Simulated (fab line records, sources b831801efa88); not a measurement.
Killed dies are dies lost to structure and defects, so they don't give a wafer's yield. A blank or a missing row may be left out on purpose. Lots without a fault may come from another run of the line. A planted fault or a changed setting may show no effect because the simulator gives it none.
Chamber matching | flow sky130 | SKY_VIA1_CMP_02 on cmp-02: 4 sister chambers
The step polishes SiO2. 24 wafers are shown with their chamber, then 12 later ones without.

WAFERS WITH THEIR CHAMBER
wafer  | chamber | motor_current_A (A)
L074.2 | 2       | 11.8
L074.4 | 3       | 15.0
L074.5 | 2       | 11.7
L075.1 | 0       | 8.9
L075.3 | 1       | 12.5
L075.4 | 3       | 14.0
L078.1 | 3       | 14.8
L078.4 | 2       | 11.7
L078.6 | 0       | 9.0
L080.3 | 2       | 11.9
L080.5 | 0       | 8.7
L080.6 | 1       | 13.2
L082.1 | 0       | 8.9
L082.2 | 3       | 15.1
L082.3 | 2       | 11.6
L086.2 | 3       | 14.6
L086.4 | 1       | 12.5
L086.6 | 1       | 12.4
L087.1 | 0       | 9.3
L087.2 | 1       | 13.2
L087.5 | 2       | 12.2
L088.3 | 0       | 9.5
L088.5 | 2       | 12.3
L088.6 | 3       | 14.7

SIGNATURES (means of the wafers above)
reading         | chamber 0 | chamber 1 | chamber 2 | chamber 3 | scatter within a chamber
motor_current_A | 9.050     | 12.760    | 11.886    | 14.700    | 0.337
Rule: a wafer's distance from a chamber is the root of the sum, over the readings, of the square of ((its reading less the chamber's mean) divided by the reading's scatter). The wafer belongs to the nearest chamber; if the next one is less than 2 further off, it can't be placed. The scatter: the root of (the sum of the squares of (reading less its chamber's mean) over the shown wafers, divided by (wafers less chambers)).

WAFERS WITHOUT THEIR CHAMBER
wafer  | motor_current_A (A)
L089.2 | 8.9
L089.3 | 14.4
L089.6 | 15.1
L090.2 | 13.1
L090.4 | 15.2
L090.5 | 8.9
L094.1 | 14.7
L094.2 | 13.5
L094.3 | 8.9
L095.1 | 12.2
L095.4 | 14.3
L095.6 | 11.9

WHICH CHAMBER EACH WENT THROUGH
wafer  | from the rows above     | in truth
L089.2 | 0                       | 0
L089.3 | 3                       | 3
L089.6 | 3                       | 3
L090.2 | 1                       | 1
L090.4 | 3                       | 3
L090.5 | 0                       | 0
L094.1 | 3                       | 3
L094.2 | can't be placed: 1 or 3 | 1
L094.3 | 0                       | 0
L095.1 | can't be placed: 2 or 1 | 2
L095.4 | 3                       | 3
L095.6 | 2                       | 2
Placed correctly: 10 of 12. Can't be placed from these rows: 2 (the true chamber is among the candidates in 2). Placed wrongly: 0.
